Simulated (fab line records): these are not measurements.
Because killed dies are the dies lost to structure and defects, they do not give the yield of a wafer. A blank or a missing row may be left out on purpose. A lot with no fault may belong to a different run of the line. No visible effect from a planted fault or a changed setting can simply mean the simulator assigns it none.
Which tool did it? -- flow gf180mcu -- 7 lots with 20 wafers sampled at 2 steps, on a route of 602 steps

## WHAT THE GAUGES READ, wafer by wafer
GF_V3_THK_MEAS_25: measures by xrf.
lot,measured,on,V3_W_THK (nm)
L168,day 22 12:20,film metro-01,346 357 350
L172,day 23 23:04,film metro-01,357 360 350
L175,day 25 09:55,film metro-02,344 348 347
L181,day 27 16:22,film metro-02,348 350 347
L185,day 28 15:01,film metro-02,339 341
L187,day 28 20:35,film metro-04,340 337 339
L190,day 29 16:46,film metro-01,354 351 346

## WHICH TOOL RAN EACH LOT (tool, then ch and the chambers of the sampled wafers, then the start)
lot,GF_V3_CVD_23
L168,"cvd w-01 ch 0,1, day 22 12:07"
L172,"cvd w-01 ch 0,1, day 23 22:50"
L175,"cvd w-02 ch 0,1, day 25 09:41"
L181,"cvd w-01 ch 1, day 27 16:08"
L185,"cvd w-02 ch 0, day 28 14:47"
L187,"cvd w-02 ch 0,1, day 28 20:20"
L190,"cvd w-02 ch 0,1, day 29 16:33"
- GF_V3_CVD_23: deposits W, target thk 350 nm, time 104.9 s.

## THE ANSWER, worked out from the rows above alone
Rule: the lots themselves supply what counts as usual. Put in order of their means at a reading, lots are off if they are a third of the lots or fewer, leave a main group of 4 or more, and stand apart from it by a gap of 3 or more times the standard deviation of the main group's means; of several such gaps the widest counts. A main group whose means are all the same, to the digits that the tables above print for the reading, isn't used. Also off: a lot with no number at a reading for which 4 or more lots have one. Any other lot the step has rows for is counted as sound.
None of the lots is off at any reading shown; this tells nothing.

## WHAT HAD BEEN PUT IN BY THE SIMULATOR
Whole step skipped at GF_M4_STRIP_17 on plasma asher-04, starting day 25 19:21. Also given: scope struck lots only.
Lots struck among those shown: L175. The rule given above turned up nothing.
